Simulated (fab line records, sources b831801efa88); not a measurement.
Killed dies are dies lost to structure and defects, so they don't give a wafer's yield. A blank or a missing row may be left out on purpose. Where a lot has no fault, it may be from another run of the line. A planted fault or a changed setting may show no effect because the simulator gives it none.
Struck lot and sound lot, side by side	flow gf180mcu	21 steps out of a route of 602
Sound: wafers L585.1, L585.2, L585.4. The struck wafers were L603.1, L603.3, L603.6. Last of all comes the cause.
At each step with rows: each side's tool, then ch and its chambers, then its first start. Under that, the readings that differ: sound wafers	struck wafers	difference of the means	sigmas: that difference in standard deviations of wafers without a fault.
alike: words and numbers the same on both sides, and readings whose means are apart by under 2 such deviations; not compared: readings that were withheld, readings missing a value for some wafer, numbers with overlapping values and no deviation given by the record, and bounds like >300 which may hide the same value.
The two part at a step that has a row with sigmas, a row that says differs or no value, or rows on one side only. When numbers do not overlap yet have no deviation, they are printed without sigmas and do not part them. A reading that every wafer of one side lacks parts them only if that side has two wafers or more.

first, 2 steps without rows for these wafers: GF_NSD_PEB_05; GF_NSD_DEVELOP_06 (develop time 60 s).
GF_NSD_CD_MEAS_07: the cd target is 400 nm.
  sound on cd sem-02, day 13 18:04; struck on cd sem-02, day 20 03:23
  alike: cd nm
GF_NSD_OVL_MEAS_08:
  sound on overlay-01, day 13 18:11; struck on overlay-01, day 20 03:31
  alike: NSD_OVL
then, 2 steps without rows for these wafers: GF_NSD_IMPLANT_09; GF_NSD_IMPLANT_10.
GF_NSD_STRIP_11: strips in O2/N2.
  sound on plasma asher-01 ch 0,1, day 13 18:31; struck on plasma asher-01 ch 0,1, day 20 03:51
  alike: drypump motor current A, heater power w, oes product au, strip time to endpoint s
  not compared: rf hours counter h
GF_NSD_TW_MEAS_12:
  sound on film metro-02, day 13 18:37; struck on film metro-02, day 20 03:57
  alike: NSD_TW
then, 4 steps without rows for these wafers: GF_PSD_DEHYDRATE_00 (time 60 s); GF_PSD_HMDS_01 (prime time 60 s); GF_PSD_COAT_02 (resist thk 1000 nm); GF_PSD_SOFTBAKE_03 (time 60 s).
GF_PSD_EXPOSE_04: exposes mask Pplus, target cd 400 nm.
  sound on iline stepper-01 ch 0, day 14 04:22; struck on iline stepper-01 ch 0, day 20 16:05
reading	sound	struck	difference	sigmas
mask	Pplus#0 Pplus#0 Pplus#0	Nplus#0 Nplus#0 Nplus#0	differs	
then, 2 steps without rows for these wafers: GF_PSD_PEB_05; GF_PSD_DEVELOP_06 (develop time 60 s).
GF_PSD_CD_MEAS_07: the cd target is 400 nm.
  sound on cd sem-02, day 14 15:26; struck on cd sem-02, day 21 03:47
reading	sound	struck	difference	sigmas
cd nm (nm)	401.7 403.0 400.3	- - -	no value on the struck wafers	
GF_PSD_OVL_MEAS_08:
  sound on overlay-01, day 14 15:34; struck on overlay-02, day 21 03:55
reading	sound	struck	difference	sigmas
PSD_OVL (nm)	0.3 -2.7 -2.9	- - -	no value on the struck wafers	
after that, 1 step had no rows for these wafers: GF_PSD_IMPLANT_09.
GF_PSD_STRIP_10: strips in O2/N2.
  sound on plasma asher-04 ch 0,1, day 14 15:44; struck on plasma asher-04 ch 0, day 21 04:06
  alike: drypump motor current A, heater power w, oes product au, strip time to endpoint s
  not compared: rf hours counter h
GF_PSD_TW_MEAS_11:
  sound on film metro-04, day 14 15:50; struck on film metro-02, day 21 04:31
reading	sound	struck	difference	sigmas
PSD_TW	3154 3161 3157	30 30 30	-3127	-99 or more
  not compared: hold
GF_PASSIVATION_PROBE_99:
  the record has rows for the sound wafers here (prober-01, day 29 11:16) and none for the struck ones

== WHERE THEY PART ==
Earliest at GF_PSD_EXPOSE_04; latest, in this record, at GF_PASSIVATION_PROBE_99.

WHY: whatever the simulator had introduced
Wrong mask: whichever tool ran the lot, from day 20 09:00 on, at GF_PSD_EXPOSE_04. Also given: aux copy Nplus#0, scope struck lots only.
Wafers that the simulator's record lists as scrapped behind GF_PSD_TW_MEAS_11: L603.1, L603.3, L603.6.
